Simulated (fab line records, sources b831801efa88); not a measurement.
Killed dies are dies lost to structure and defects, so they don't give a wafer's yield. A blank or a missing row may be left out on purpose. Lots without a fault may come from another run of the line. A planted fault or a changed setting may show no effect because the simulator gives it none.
fab line records | flow sky130
record lots=7 wafers=21 last_day=50
route steps=708 shown METAL1@442 PAD_OPEN@708
lots that met no fault: from a run of the same line without faults
start_h: hours from the record's first day to the start of the lot's first wafer shown | wait_h: hours since the lot's step before | " the same as in the row above | L1.1+2: a row that stands for several wafers | - no value, or no start given | * or withheld: withheld | < > ~ a bound
route shown NAME@n: a module of which the file shows steps, and the number in the route of the first | usual: mean/standard deviation of fault-free wafers | same: alike in all rows | chamber/n: place in a boat | sites: the reading at each site | _std_site: their standard deviation | _edge_site: outer sites' mean less inner sites' | radius_mm: how far each site lies from the wafer's centre | mask NAME#n: copy n | behind: the tool/chamber that last shaped the wafer | hold: why the lot was held/for how many hours/how that ended | device: the transistor (n, p or np) that didn't switch | end of line: the same wafers' tests at the end of the route | a step without rows: its recipe alone | killed: dies lost to structure and defects at the first sort, not the wafer's yield | map: a wafer's dies, x killed, . not, _ none there
set.NAME: the setting as run; set.NAME@STEP: as run at that earlier step | model.NAME: the simulator's own value behind a step, which no gauge read
lots at some steps of the route; a table a step, a row a wafer
services: from which hour (start_h, from the record's first day; less than 0 if before it) a tool's chamber was out of use, for how many hours, and why
## steps
# step SKY_METAL1_HMDS_08
# recipe prime_time_s=60 prime_temp_c=120
# step SKY_METAL1_COAT_09
# recipe resist=BARC temp_c=withheld time_s=withheld spin_rpm=3000 resist_thk_nm=60
# step SKY_METAL1_COAT_10
# recipe resist=KrF-thick spin_rpm=3000 resist_thk_nm=450
# step SKY_METAL1_SOFTBAKE_11
# recipe temp_c=100 time_s=90 resist=KrF-thick
# step SKY_METAL1_EXPOSE_12
# recipe mask_id=MM1 na=0.8 source_shape=annular sigma_inner=0.55 sigma_outer=0.85 target_cd_nm=140 dose_mj=28
# step SKY_METAL1_PEB_13
# recipe peb_temp_c=withheld peb_time_s=withheld resist=KrF-thick
# step SKY_METAL1_DEVELOP_14
# recipe develop_time_s=60 resist=KrF-thick dev_temp_c=21
# step SKY_METAL1_CD_MEAS_15
# recipe target_cd_nm=140
# usual cd_nm=139.8/2
# columns lot.wafer tool chamber start_h wait_h cd_nm
L923.2 cd_sem-01 - 759.25 - 141.3
L923.3 " - " " 141.6
L923.5 " - " " 141.9
L936.4 cd_sem-02 - 902.99 - 138.9
L936.5 " - " " 139.5
L936.6 " - " " 139.1
L937.2 cd_sem-02 - 904.05 - 142.4
L937.4 " - " " 141.8
L937.5 " - " " 142.5
L938.1 cd_sem-02 - 907.35 - 137.3
L938.4 " - " " 136.8
L938.5 " - " " 137.0
L940.2 cd_sem-02 - 908.75 - 142.3
L940.4 " - " " 141.7
L940.6 " - " " 142.4
L944.3 cd_sem-02 - 922.73 - 138.8
L944.4 " - " " 138.0
L944.6 " - " " 140.3
L946.1 cd_sem-02 - 937.43 - 139.3
L946.2 " - " " 139.7
L946.3 " - " " 138.5
# step SKY_METAL1_OVL_MEAS_16
# usual METAL1_OVL=1/5
# columns lot.wafer tool chamber start_h wait_h METAL1_OVL[nm]
L923.2 overlay-01 - 759.36 0.1 -1
L923.3 " - " " 2
L923.5 " - " " -1
L936.4 overlay-02 - 903.07 0.1 0
L936.5 " - " " 0
L936.6 " - " " 6
L937.2 overlay-02 - 904.16 0.1 8
L937.4 " - " " -1
L937.5 " - " " -8
L938.1 overlay-02 - 907.47 0.1 1
L938.4 " - " " -6
L938.5 " - " " 2
L940.2 overlay-01 - 908.86 0.1 -3
L940.4 " - " " -2
L940.6 " - " " 1
L944.3 overlay-01 - 922.82 0.1 2
L944.4 " - " " 3
L944.6 " - " " 2
L946.1 overlay-01 - 937.55 0.1 -1
L946.2 " - " " 5
L946.3 " - " " 1
# step SKY_METAL1_DESCUM_17
# recipe chemistry=O2 source_power_w=150 bias_power_w=0 pressure_mtorr=10 temp_c=40 time_s=8
# usual drypump_motor_current_A=5.83/0.29 oes_product_au=0.994/0.0071
# columns lot.wafer tool chamber start_h wait_h drypump_motor_current_A oes_product_au rf_hours_counter_h
L923.2 rie_metal-03 0 759.39 0.0 5.77 0.999 12
L923.3 " 0 " " 5.78 0.994 -
L923.5 " 0 " " 5.78 0.993 -
L936.4 rie_metal-01 0 903.09 0.0 5.51 1.006 -
L936.5 " 1 " " 6.22 1.001 -
L936.6 " 0 " " 5.52 1.004 -
L937.2 rie_metal-01 0 904.19 0.0 5.51 0.991 10
L937.4 " 0 " " 5.51 0.988 -
L937.5 " 0 " " 5.51 0.994 -
L938.1 rie_metal-03 0 907.51 0.0 5.75 0.997 19
L938.4 " 1 " " 6.19 0.989 -
L938.5 " 1 " " 6.18 0.991 -
L940.2 rie_metal-02 0 908.89 0.0 5.91 0.993 14
L940.4 " 1 " " 5.56 0.996 -
L940.6 " 1 " " 5.56 1.007 -
L944.3 rie_metal-01 0 922.87 0.0 5.53 0.988 -
L944.4 " 0 " " 5.52 0.989 -
L944.6 " 0 " " 5.50 0.998 -
L946.1 rie_metal-01 1 937.58 0.0 6.21 0.984 0
L946.2 " 0 " " 5.52 1.000 12
L946.3 " 0 " " 5.52 0.995 -
# step SKY_METAL1_ETCH_18
# recipe chemistry=N2/H2 target=BARC ion_energy_ev=200 bias_w=100 pressure_mtorr=30 n2_flow_sccm=100 h2_flow_sccm=200 icp_w=500 stop_on=SiO2 time_s=45.9 target_depth_a=600
# usual drypump_motor_current_A=5.84/0.3 h2_flow_sccm=199.9/0.58 oes_product_au=0.854/0.005 throttle_valve_pct=13.224/0.0094
# columns lot.wafer tool chamber start_h wait_h drypump_motor_current_A h2_flow_sccm oes_product_au rf_hours_counter_h throttle_valve_pct
L923.2 rie_metal-03 0 759.42 0.0 5.75 199.9 0.855 12 13.225
L923.3 " 0 " " 5.76 199.5 0.854 - 13.218
L923.5 " 0 " " 5.72 199.5 0.851 - 13.210
L936.4 rie_metal-01 0 903.14 0.0 5.53 199.1 0.850 - 13.227
L936.5 " 1 " " 6.26 200.1 0.851 - 13.224
L936.6 " 0 " " 5.53 199.6 0.849 - 13.240
L937.2 rie_metal-01 0 904.22 0.0 5.56 199.8 0.855 10 13.240
L937.4 " 0 " " 5.54 200.1 0.848 - 13.231
L937.5 " 0 " " 5.51 199.7 0.849 - 13.230
L938.1 rie_metal-03 0 907.54 0.0 5.74 199.3 0.851 19 13.226
L938.4 " 1 " " 6.17 200.0 0.860 - 13.221
L938.5 " 1 " " 6.17 200.6 0.849 - 13.213
L940.2 rie_metal-02 0 908.92 0.0 5.93 200.8 0.846 14 13.222
L940.4 " 1 " " 5.55 199.7 0.854 - 13.230
L940.6 " 1 " " 5.55 200.7 0.856 - 13.218
L944.3 rie_metal-01 0 922.95 0.1 5.53 199.9 0.853 - 13.217
L944.4 " 0 " " 5.53 200.1 0.854 - 13.231
L944.6 " 0 " " 5.55 200.2 0.863 - 13.226
L946.1 rie_metal-01 1 937.61 0.0 6.25 200.1 0.852 0 13.233
L946.2 " 0 " " 5.54 198.9 0.867 12 13.242
L946.3 " 0 " " 5.53 199.8 0.848 - 13.241
# step SKY_METAL1_METAL_ETCH_19
# recipe target_depth_a=3600 stop_on=SiO2 over_etch_frac=0.3 time_s=78 chemistry=Cl2/BCl3 resist_sidewall_deg=88 pressure_mtorr=10 icp_w=900 bias_w=48.5 Cl2_flow_sccm=60 bcl3_flow_sccm=30
# usual bcl3_flow_sccm=30.00/0.081 drypump_motor_current_A=5.83/0.29 mfc_cl2_sccm=60.03/0.22 oes_product_au=0.854/0.0069 throttle_valve_pct=22.264/0.0091
# columns lot.wafer tool chamber start_h wait_h bcl3_flow_sccm drypump_motor_current_A mfc_cl2_sccm oes_product_au rf_hours_counter_h throttle_valve_pct
L923.2 rie_metal-03 0 759.49 0.0 29.98 5.73 59.90 0.854 12 22.269
L923.3 " 0 " " 30.08 5.74 59.93 0.846 - 22.258
L923.5 " 0 " " 29.91 5.73 59.97 0.848 - 22.255
L936.4 rie_metal-01 0 903.21 0.1 29.94 5.52 59.98 0.849 - 22.272
L936.5 " 1 " " 30.03 6.26 60.30 0.841 - 22.287
L936.6 " 0 " " 30.00 5.53 60.11 0.850 - 22.276
L937.2 rie_metal-01 0 904.29 0.0 30.10 5.52 60.11 0.855 10 22.253
L937.4 " 0 " " 30.10 5.49 60.33 0.864 - 22.261
L937.5 " 0 " " 29.98 5.53 60.23 0.859 - 22.267
L938.1 rie_metal-03 0 907.60 0.0 29.95 5.69 60.09 0.857 19 22.266
L938.4 " 1 " " 29.98 6.21 60.46 0.850 - 22.261
L938.5 " 1 " " 29.95 6.19 59.87 0.847 - 22.265
L940.2 rie_metal-02 0 908.99 0.0 30.05 5.91 60.05 0.848 14 22.276
L940.4 " 1 " " 30.02 5.55 60.42 0.861 - 22.251
L940.6 " 1 " " 29.99 5.54 60.61 0.853 - 22.273
L944.3 rie_metal-01 0 923.10 0.1 29.92 5.54 60.07 0.850 - 22.276
L944.4 " 0 " " 29.94 5.54 60.02 0.855 - 22.260
L944.6 " 0 " " 29.94 5.56 59.87 0.861 - 22.271
L946.1 rie_metal-01 1 937.68 0.0 29.99 6.22 60.16 0.856 0 22.250
L946.2 " 0 " " 30.14 5.53 60.09 0.856 12 22.266
L946.3 " 0 " " 30.16 5.55 60.40 0.854 - 22.264
# step SKY_METAL1_STRIP_20
# recipe chemistry=O2/N2 power_w=1400 pressure_mtorr=1500 platen_temp_c=withheld o2_flow_sccm=3000 n2_flow_sccm=300 overash_fraction=0.5
# usual drypump_motor_current_A=6.1/0.61 oes_product_au=0.344/0.005 overash_fraction=0.5/0 strip_time_to_endpoint_s=2.72/0.031
# columns lot.wafer tool chamber start_h wait_h drypump_motor_current_A oes_product_au overash_fraction rf_hours_counter_h strip_time_to_endpoint_s
L923.2 plasma_asher-04 1 759.58 0.1 6.7 0.343 0.5 2 2.68
L923.3 " 1 " " 6.7 0.345 0.5 - 2.70
L923.5 " 1 " " 6.7 0.338 0.5 - 2.73
L936.4 plasma_asher-01 1 903.30 0.1 6.4 0.340 0.5 - 2.71
L936.5 " 1 " " 6.4 0.353 0.5 - 2.73
L936.6 " 0 " " 6.3 0.342 0.5 - 2.68
L937.2 plasma_asher-04 0 904.38 0.1 5.2 0.346 0.3 17 2.72
L937.4 " 1 " " 6.8 0.339 0.3 - 2.67
L937.5 " 0 " " 5.2 0.343 0.3 - 2.70
L938.1 plasma_asher-04 1 907.69 0.1 6.7 0.351 0.3 17 2.73
L938.4 " 1 " " 6.7 0.343 0.3 - 2.75
L938.5 " 1 " " 6.7 0.348 0.3 - 2.77
L940.2 plasma_asher-04 0 909.08 0.1 5.2 0.341 0.3 17 2.76
L940.4 " 1 " " 6.8 0.341 0.3 - 2.73
L940.6 " 1 " " 6.8 0.338 0.3 - 2.71
L944.3 plasma_asher-01 0 923.25 0.1 6.3 0.340 0.5 - 2.66
L944.4 " 1 " " 6.4 0.338 0.5 - 2.67
L944.6 " 1 " " 6.4 0.345 0.5 - 2.66
L946.1 plasma_asher-03 0 937.77 0.1 5.6 0.337 0.5 53 2.73
L946.2 " 1 " " 6.3 0.347 0.5 53 2.70
L946.3 " 0 " " 5.6 0.346 0.5 - 2.72
# step SKY_METAL1_STRIP_21
# recipe chemistry=post_etch_residue_remover time_s=1200 temp_c=72.5
# step SKY_PAD_OPEN_PROBE_99
# usual defect_limited_yield=82.6/2 killed_at_M0_to_M3=43/7.3 killed_at_M4_up=3.4/1.7 killed_at_contacts=24/4.5 killed_at_front_end=16/4.4 killed_at_other=0.2/0.51 killed_dies=86/9.7 killed_open=46/6.6 killed_short=39/7.1 sort_bin_3_pad_short=0.9/0.45 sort_bin_5_function=10.4/1.4 sort_bin_6_memory=6.2/1.2 sort_n_pass=406/9.7 sort_yield_pct=82.6/2
# same gross_dies=492 killed_at_back_side=0 sort_bin_4_leakage[%]=0 sort_bin_8_speed[%]=0
# columns lot.wafer tool chamber start_h wait_h defect_limited_yield[%] killed_at_M0_to_M3 killed_at_M4_up killed_at_contacts killed_at_front_end killed_at_other killed_dies killed_open killed_short sort_bin_3_pad_short[%] sort_bin_5_function[%] sort_bin_6_memory[%] sort_n_pass sort_yield_pct[%]
L923.2 prober-02 - 1072.83 0.1 79.3 57 2 22 21 0 102 56 46 1.2 12.2 7.3 390 79.3
L923.3 prober-02 - 1072.88 0.2 83.7 30 2 30 18 0 80 33 47 1.0 9.1 6.1 412 83.7
L923.5 prober-02 - 1072.98 0.2 81.7 42 3 28 17 0 90 45 45 1.4 9.3 7.5 402 81.7
L937.2 prober-01 - 1179.01 0.1 81.3 45 3 23 21 0 92 51 38 0.2 11.2 7.3 400 81.3
L937.4 prober-01 - 1179.11 0.2 80.5 49 3 27 17 0 96 55 40 0.8 11.4 7.3 396 80.5
L937.5 prober-01 - 1179.16 0.2 79.5 49 4 30 18 0 101 63 38 0.8 13.4 6.3 391 79.5
L936.4 prober-01 - 1180.61 0.2 81.7 37 1 26 25 1 90 41 49 0.6 12.2 5.5 402 81.7
L936.5 prober-01 - 1180.66 0.2 81.9 50 0 23 16 0 89 52 37 0.6 10.2 7.3 403 81.9
L936.6 prober-01 - 1180.71 0.2 79.5 57 1 25 18 0 101 54 47 1.4 12.4 6.7 391 79.5
L938.1 prober-01 - 1181.96 0.1 87.0 33 3 15 13 0 64 35 29 0.8 7.1 5.1 428 87.0
L938.4 prober-01 - 1182.11 0.2 82.9 39 5 23 17 0 84 61 22 0.4 10.8 5.9 408 82.9
L938.5 prober-01 - 1182.16 0.2 84.6 44 3 23 6 0 76 41 35 0.6 9.1 5.7 416 84.6
L940.2 prober-01 - 1183.08 0.1 83.3 32 4 27 18 1 82 46 36 0.4 10.8 5.5 410 83.3
L940.4 prober-01 - 1183.18 0.2 83.7 44 3 20 13 0 80 41 39 0.2 8.7 7.3 412 83.7
L940.6 prober-01 - 1183.28 0.2 85.6 29 4 23 15 0 71 49 22 0.8 8.1 5.5 421 85.6
L944.3 prober-01 - 1191.30 0.3 83.9 33 5 26 15 0 79 44 35 0.8 10.4 4.9 413 83.9
L944.4 prober-01 - 1191.35 0.3 84.8 32 1 22 20 0 75 39 36 0.6 9.3 5.3 417 84.8
L944.6 prober-01 - 1191.45 0.3 81.9 48 2 29 10 0 89 52 37 1.0 10.4 6.7 403 81.9
L946.1 prober-01 - 1203.05 0.1 83.1 36 5 22 20 0 83 40 41 1.0 9.8 6.1 409 83.1
L946.2 prober-01 - 1203.10 0.1 82.5 41 8 25 12 0 86 48 38 1.0 11.8 4.7 406 82.5
L946.3 prober-01 - 1203.15 0.2 81.5 42 3 29 17 0 91 48 42 1.0 11.0 6.5 401 81.5
# killed by level:class
L923.2 VIA1:geometric_particle:open=18 METAL2:geometric_particle:short=11 VIA2:geometric_particle:open=11 CONTACT:geometric_particle:open=6 FIELD_ISO:geometric_particle:open=5 POLY_GATE:geometric_particle:open=5 LI_CONTACT:geometric_particle:short=5 METAL1:geometric_particle:short=5
L923.3 CONTACT:geometric_particle:open=10 POLY_GATE:geometric_particle:short=7 METAL2:geometric_particle:short=7 LOCAL_INTERCONNECT:geometric_particle:short=6 VIA1:geometric_particle:open=6 LI_CONTACT:geometric_particle:open=5 LI_CONTACT:geometric_particle:short=4 CONTACT:geometric_particle:short=4
L923.5 LI_CONTACT:geometric_particle:open=10 VIA1:geometric_particle:open=8 LOCAL_INTERCONNECT:geometric_particle:short=7 METAL2:geometric_particle:short=6 FIELD_ISO:geometric_particle:short=5 CONTACT:geometric_particle:open=5 VIA1:geometric_particle:short=5 VIA2:geometric_particle:short=5
L937.2 VIA1:geometric_particle:open=13 CONTACT:geometric_particle:open=11 METAL2:geometric_particle:short=8 VIA1:geometric_particle:short=7 FIELD_ISO:geometric_particle:open=6 VIA2:geometric_particle:open=5 LOCAL_INTERCONNECT:geometric_particle:short=4 VIA3:geometric_particle:open=4
L937.4 VIA1:geometric_particle:open=11 CONTACT:geometric_particle:open=9 FIELD_ISO:geometric_particle:open=7 METAL2:geometric_particle:short=6 LI_CONTACT:geometric_particle:open=6 VIA2:geometric_particle:short=6 VIA2:geometric_particle:open=6 VIA3:geometric_particle:open=6
L937.5 VIA1:geometric_particle:open=17 CONTACT:geometric_particle:open=11 CONTACT:geometric_particle:short=8 VIA1:geometric_particle:short=7 FIELD_ISO:geometric_particle:open=6 POLY_GATE:geometric_particle:open=6 LI_CONTACT:geometric_particle:open=6 VIA3:geometric_particle:short=6
L936.4 LI_CONTACT:geometric_particle:open=10 VIA1:geometric_particle:open=10 FIELD_ISO:geometric_particle:short=9 LOCAL_INTERCONNECT:geometric_particle:short=6 VIA1:geometric_particle:short=6 FIELD_ISO:geometric_particle:open=5 VIA2:geometric_particle:open=5 CONTACT:geometric_particle:short=4
L936.5 VIA1:geometric_particle:open=19 VIA2:geometric_particle:open=8 LI_CONTACT:geometric_particle:open=7 CONTACT:geometric_particle:open=7 METAL1:geometric_particle:short=7 VIA3:geometric_particle:short=5 POLY_GATE:geometric_particle:short=4 LI_CONTACT:geometric_particle:short=4
L936.6 CONTACT:geometric_particle:open=11 METAL1:geometric_particle:short=10 VIA1:geometric_particle:open=10 VIA3:geometric_particle:open=7 METAL2:geometric_particle:short=6 VIA2:geometric_particle:short=6 FIELD_ISO:geometric_particle:short=5 FIELD_ISO:geometric_particle:open=5
L938.1 VIA1:geometric_particle:open=11 CONTACT:geometric_particle:open=6 METAL1:geometric_particle:short=5 POLY_GATE:geometric_particle:open=4 METAL2:geometric_particle:short=4 FIELD_ISO:geometric_particle:open=3 LOCAL_INTERCONNECT:geometric_particle:open=3 POLY_GATE:geometric_particle:short=3
L938.4 VIA1:geometric_particle:open=11 LI_CONTACT:geometric_particle:open=10 CONTACT:geometric_particle:open=9 VIA2:geometric_particle:open=8 VIA3:geometric_particle:open=7 METAL4:geometric_particle:open=5 SPACER:geometric_particle:open=4 VIA2:geometric_particle:short=4
L938.5 VIA1:geometric_particle:open=9 VIA2:geometric_particle:open=9 CONTACT:geometric_particle:open=8 VIA1:geometric_particle:short=6 LI_CONTACT:geometric_particle:open=5 LOCAL_INTERCONNECT:geometric_particle:short=5 METAL2:geometric_particle:short=4 VIA2:geometric_particle:short=4
L940.2 CONTACT:geometric_particle:open=10 VIA1:geometric_particle:open=8 VIA2:geometric_particle:open=7 LI_CONTACT:geometric_particle:open=6 CONTACT:geometric_particle:short=6 POLY_GATE:geometric_particle:short=5 LOCAL_INTERCONNECT:geometric_particle:short=4 METAL1:geometric_particle:short=4
L940.4 VIA1:geometric_particle:open=9 VIA2:geometric_particle:open=8 METAL2:geometric_particle:short=6 CONTACT:geometric_particle:short=5 CONTACT:geometric_particle:open=5 VIA1:geometric_particle:short=5 VIA3:geometric_particle:open=4 FIELD_ISO:geometric_particle:short=3
L940.6 CONTACT:geometric_particle:open=11 VIA1:geometric_particle:open=9 LI_CONTACT:geometric_particle:open=7 VIA3:geometric_particle:open=5 FIELD_ISO:geometric_particle:short=4 FIELD_ISO:geometric_particle:open=4 METAL2:geometric_particle:short=4 POLY_GATE:geometric_particle:open=3
L944.3 CONTACT:geometric_particle:open=13 VIA1:geometric_particle:open=11 CONTACT:geometric_particle:short=7 LI_CONTACT:geometric_particle:open=6 FIELD_ISO:geometric_particle:short=4 METAL2:geometric_particle:short=4 VIA2:geometric_particle:open=4 FIELD_ISO:geometric_particle:open=3
L944.4 CONTACT:geometric_particle:open=10 FIELD_ISO:geometric_particle:open=5 POLY_GATE:geometric_particle:open=5 LOCAL_INTERCONNECT:geometric_particle:short=5 METAL2:geometric_particle:short=5 METAL1:geometric_particle:short=4 VIA1:geometric_particle:short=4 VIA1:geometric_particle:open=4
L944.6 VIA1:geometric_particle:open=13 CONTACT:geometric_particle:open=12 VIA2:geometric_particle:open=10 LI_CONTACT:geometric_particle:open=7 FIELD_ISO:geometric_particle:short=6 VIA1:geometric_particle:short=6 CONTACT:geometric_particle:short=5 METAL1:geometric_particle:short=5
L946.1 VIA1:geometric_particle:open=11 CONTACT:geometric_particle:short=6 VIA1:geometric_particle:short=6 VIA2:geometric_particle:open=6 CONTACT:geometric_particle:open=5 FIELD_ISO:geometric_particle:open=4 POLY_GATE:geometric_particle:short=4 POLY_GATE:geometric_particle:open=4
L946.2 VIA1:geometric_particle:open=11 CONTACT:geometric_particle:open=9 METAL2:geometric_particle:short=9 VIA2:geometric_particle:open=6 LI_CONTACT:geometric_particle:open=6 CONTACT:geometric_particle:short=5 VIA1:geometric_particle:short=4 METAL4:geometric_particle:short=4
L946.3 VIA1:geometric_particle:open=9 CONTACT:geometric_particle:short=9 CONTACT:geometric_particle:open=9 VIA2:geometric_particle:open=8 LI_CONTACT:geometric_particle:open=7 FIELD_ISO:geometric_particle:short=6 METAL1:geometric_particle:short=6 METAL2:geometric_particle:short=6
## services
# columns tool chamber start_h hours kind
plasma_asher-04 0 742.75 - clean
plasma_asher-04 1 742.75 - clean
plasma_asher-01 - 750.55 6.6 repair
rie_metal-03 1 759.58 - clean
rie_metal-03 1 759.58 22.1 scheduled_down
rie_metal-03 1 759.58 22.1 vent_cycle
plasma_asher-03 - 772.82 2.4 repair
plasma_asher-01 - 774.90 15.6 pm
plasma_asher-03 - 840.66 1.6 repair
plasma_asher-01 - 861.32 14.2 pm
plasma_asher-04 - 879.95 4.5 repair
plasma_asher-01 - 902.30 0.4 repair
rie_metal-01 1 912.60 - clean
rie_metal-01 1 912.60 14.2 scheduled_down
rie_metal-01 1 912.60 14.2 vent_cycle
plasma_asher-01 - 912.72 3.7 repair
rie_metal-03 0 927.17 20.9 repair
## key
first_sign step=SKY_METAL1_STRIP_20 reading=overash_fraction direction=down sigmas=99+ usual=0.5 struck=0.3
effect none on later readings
met_at SKY_METAL1_STRIP_20
struck_wafers L937.2,L937.4,L937.5,L938.1,L938.4,L938.5,L940.2,L940.4,L940.6
onset_between 759.58 904.38
fault kind=process_parameter_drift tool=plasma_asher-04 chamber=- onset_h=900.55 steps=SKY_METAL1_STRIP_20 channel=overash_fraction offset=-0.2 shape=step end_h=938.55 acts_in=these_recipes_only stated=0.5
